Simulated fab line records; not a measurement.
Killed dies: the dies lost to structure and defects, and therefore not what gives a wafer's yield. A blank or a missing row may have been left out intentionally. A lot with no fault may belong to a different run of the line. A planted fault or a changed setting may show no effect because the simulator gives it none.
Which tool was responsible? | flow sky130 | 36 wafers from 12 lots sampled at 4 of the route's 708 steps

== WHAT EACH GAUGE READ, for each wafer ==
SKY_NWELL_THK_MEAS_02.
lot  | measured    | on           | NWELL_OXIDATION_THK (nm)
L323 | day 2 16:36 | filmMetro-04 | 10.09 10.03 10.15
L325 | day 3 04:57 | filmMetro-04 | 10.06 9.94 10.01
L326 | day 3 04:56 | filmMetro-02 | 9.96 10.07 9.94
L329 | day 3 22:50 | filmMetro-04 | 9.81 10.12 10.04
L331 | day 4 06:46 | filmMetro-03 | 10.51 10.49 10.41
L332 | day 4 13:19 | filmMetro-03 | 10.49 10.47 10.25
L333 | day 4 18:37 | filmMetro-04 | 10.18 10.22 10.18
L338 | day 5 20:01 | filmMetro-02 | 10.11 10.24 10.25
L342 | day 6 17:32 | filmMetro-03 | 10.32 10.34 10.39
L344 | day 7 20:52 | filmMetro-03 | 9.85 9.99 9.98
L345 | day 7 20:53 | filmMetro-02 | 10.18 10.25 10.01
L346 | day 8 01:40 | filmMetro-02 | 9.91 10.04 10.06

SKY_VT_ADJUST_HVTP_TW_MEAS_11.
lot  | measured     | on           | VT_ADJUST_HVTP_TW
L323 | day 6 05:23  | filmMetro-04 | 1356 1364 1368
L325 | day 6 21:58  | filmMetro-03 | 1363 1376 1370
L326 | day 6 21:22  | filmMetro-04 | 1358 1366 1365
L329 | day 7 19:06  | filmMetro-01 | 1319 1322 1326
L331 | day 8 04:20  | filmMetro-04 | 1333 1333 1332
L332 | day 8 11:11  | filmMetro-03 | 1356 1363 1360
L333 | day 8 17:41  | filmMetro-01 | 1318 1311 1316
L338 | day 10 00:38 | filmMetro-01 | 1346 1348 1341
L342 | day 11 01:30 | filmMetro-01 | 1353 1354 1360
L344 | day 12 10:05 | filmMetro-03 | 1368 1376 1365
L345 | day 12 10:23 | filmMetro-01 | 1375 1368 1367
L346 | day 12 13:25 | filmMetro-01 | 1371 1370 1372

== TOOL THAT RAN EACH LOT (tool first, then ch and the chambers of the sampled wafers, then the start) ==
lot  | SKY_FIELD_ISO_ETCH_14            | SKY_VT_ADJUST_HVTP_IMPLANT_09
L323 | rieDiel-01 ch 1,3, day 2 06:25   | implanter-01 ch 0, day 6 05:10
L325 | rieDiel-03 ch 0,1, day 2 16:52   | implanter-03 ch 0, day 6 21:44
L326 | rieDiel-04 ch 1,2,3, day 2 19:06 | implanter-03 ch 0, day 6 21:07
L329 | rieDiel-03 ch 0,2,3, day 3 14:48 | implanter-03 ch 0, day 7 18:53
L331 | rieDiel-01 ch 1,2,3, day 3 23:16 | implanter-03 ch 0, day 8 04:05
L332 | rieDiel-03 ch 0,1,2, day 4 05:18 | implanter-04 ch 0, day 8 10:56
L333 | rieDiel-01 ch 0,2, day 4 08:51   | implanter-03 ch 0, day 8 17:26
L338 | rieDiel-04 ch 0,2,3, day 5 13:37 | implanter-04 ch 0, day 10 00:23
L342 | rieDiel-03 ch 0,3, day 6 07:33   | implanter-03 ch 0, day 11 01:16
L344 | rieDiel-04 ch 2,3, day 6 20:27   | implanter-04 ch 0, day 12 09:50
L345 | rieDiel-03 ch 0,1, day 6 23:28   | implanter-01 ch 0, day 12 10:10
L346 | rieDiel-03 ch 0,1,2, day 7 05:39 | implanter-04 ch 0, day 12 13:11
- SKY_FIELD_ISO_ETCH_14: etches BARC in N2/H2, stops on SiO2, time 45.9 s, target depth 60 nm.
- SKY_VT_ADJUST_HVTP_IMPLANT_09

== WHAT THE TOOLS THEMSELVES READ (means of the sampled wafers that have a number; where no wafer has one, the mark that the record gives instead) ==
SKY_FIELD_ISO_ETCH_14.
lot  | tool       | drypumpMotorCurrentA (A) | h2FlowSccm (sccm) | oesProductAu (a.u.) | throttleValvePct (%)
L323 | rieDiel-01 | 5.3                      | 199.8             | 0.855               | 13.224
L325 | rieDiel-03 | 5.8                      | 199.7             | 0.855               | 13.222
L326 | rieDiel-04 | 6.0                      | 200.7             | 0.856               | 13.227
L329 | rieDiel-03 | 5.8                      | 200.2             | 0.854               | 13.225
L331 | rieDiel-01 | 5.7                      | 199.7             | 0.857               | 13.225
L332 | rieDiel-03 | 5.9                      | 200.3             | 0.849               | 13.221
L333 | rieDiel-01 | 5.7                      | 201.3             | 0.853               | 13.236
L338 | rieDiel-04 | 5.8                      | 199.4             | 0.850               | 13.221
L342 | rieDiel-03 | 5.5                      | 199.6             | 0.852               | 13.221
L344 | rieDiel-04 | 6.2                      | 199.9             | 0.850               | 13.224
L345 | rieDiel-03 | 5.8                      | 200.3             | 0.858               | 13.230
L346 | rieDiel-03 | 6.0                      | 199.3             | 0.851               | 13.218

SKY_VT_ADJUST_HVTP_IMPLANT_09.
lot  | tool         | beamEnergyKeV | beamOnS (s) | endStationPressureTorr (Torr)
L323 | implanter-01 | 150.01        | 10.04       | 5.22e-06
L325 | implanter-03 | 150.03        | 9.95        | 5.37e-06
L326 | implanter-03 | 149.93        | 10.01       | 5.03e-06
L329 | implanter-03 | 136.84        | 10.04       | 4.98e-06
L331 | implanter-03 | 136.80        | 10.09       | 4.89e-06
L332 | implanter-04 | 149.94        | 10.19       | 5.30e-06
L333 | implanter-03 | 136.85        | 10.01       | 4.57e-06
L338 | implanter-04 | 150.02        | 9.99        | 4.93e-06
L342 | implanter-03 | 150.00        | 9.92        | 5.10e-06
L344 | implanter-04 | 149.96        | 9.96        | 4.83e-06
L345 | implanter-01 | 149.97        | 9.77        | 4.89e-06
L346 | implanter-04 | 150.01        | 10.00       | 5.02e-06

== THE ANSWER, worked out from the rows above alone ==
Rule: usual is defined by the lots themselves. Put in order of their means at a reading, lots are off if they are a third of the lots or fewer, leave a main group of 4 or more, and stand apart from it by a gap of 3 or more times the standard deviation of the main group's means; of several such gaps the widest counts. A main group is skipped when, at the precision printed for the reading in the tables above, its means are all equal. Also off: a lot with no number at a reading for which 4 or more lots have one. The other lots that the step has rows for count as sound. The gauges are gone through in route order, then the tools' own readings, and for those a lot's mean is taken as printed above. At the first step where some lot is off, the reading lying furthest off is the one used; lots without a number count as furthest.
Off at SKY_VT_ADJUST_HVTP_IMPLANT_09 (beamEnergyKeV): L329, L331, L333. For the main group the mean is 149.99 and the standard deviation 0.034.
If a tool, at that step or one of the process steps before it, ran each lot that is off and ran no sound lot following the first of them, it fits. None of those tried fits.

== WHAT THE SIMULATOR PUT IN ==
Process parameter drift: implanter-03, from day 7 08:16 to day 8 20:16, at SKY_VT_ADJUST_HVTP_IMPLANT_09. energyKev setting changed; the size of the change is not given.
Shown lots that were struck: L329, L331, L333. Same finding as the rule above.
